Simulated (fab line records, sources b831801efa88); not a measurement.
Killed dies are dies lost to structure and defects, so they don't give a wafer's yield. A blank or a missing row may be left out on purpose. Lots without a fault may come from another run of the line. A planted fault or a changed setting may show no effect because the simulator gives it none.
Chamber matching | flow sky130 | SKY_METAL4_ETCH_17 on rie_diel-03: 4 sister chambers
The step etches SiO2 in C4F8/O2/Ar, stops on TiN, time 3.9 s, target depth 15 nm. 14 wafers are shown with their chamber, then 7 later ones without.

WAFERS WITH THEIR CHAMBER
wafer  | chamber | oes_product_au (a.u.)
L930.1 | 1       | 0.749
L930.5 | 3       | 0.757
L930.6 | 2       | 0.759
L939.4 | 3       | 0.755
L939.5 | 2       | 0.775
L939.6 | 3       | 0.757
L941.2 | 0       | 0.760
L941.3 | 2       | 0.766
L941.5 | 2       | 0.764
L944.1 | 1       | 0.759
L944.2 | 0       | 0.751
L944.3 | 2       | 0.749
L942.2 | 3       | 0.755
L942.3 | 2       | 0.759

SIGNATURES (means of the wafers above)
reading        | chamber 0 | chamber 1 | chamber 2 | chamber 3 | scatter within a chamber
oes_product_au | 0.75550   | 0.75400   | 0.76200   | 0.75600   | 0.00686
Rule: a wafer's distance from a chamber is the root of the sum, over the readings, of the square of ((its reading less the chamber's mean) divided by the reading's scatter). The wafer belongs to the nearest chamber; if the next one is less than 2 further off, it can't be placed. The scatter: the root of (the sum of the squares of (reading less its chamber's mean) over the shown wafers, divided by (wafers less chambers)).

WAFERS WITHOUT THEIR CHAMBER
wafer  | oes_product_au (a.u.)
L942.6 | 0.762
L949.3 | 0.759
L949.4 | 0.756
L949.5 | 0.763
L951.1 | 0.751
L951.3 | 0.751
L951.6 | 0.753

WHICH CHAMBER EACH WENT THROUGH
wafer  | from the rows above               | in truth
L942.6 | can't be placed: 2 or 3 or 0 or 1 | 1
L949.3 | can't be placed: 2 or 3 or 0 or 1 | 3
L949.4 | can't be placed: 3 or 0 or 1 or 2 | 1
L949.5 | can't be placed: 2 or 3 or 0 or 1 | 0
L951.1 | can't be placed: 1 or 0 or 3 or 2 | 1
L951.3 | can't be placed: 1 or 0 or 3 or 2 | 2
L951.6 | can't be placed: 1 or 0 or 3 or 2 | 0
Placed correctly: 0 of 7. Can't be placed from these rows: 7 (the true chamber is among the candidates in 7). Placed wrongly: 0.
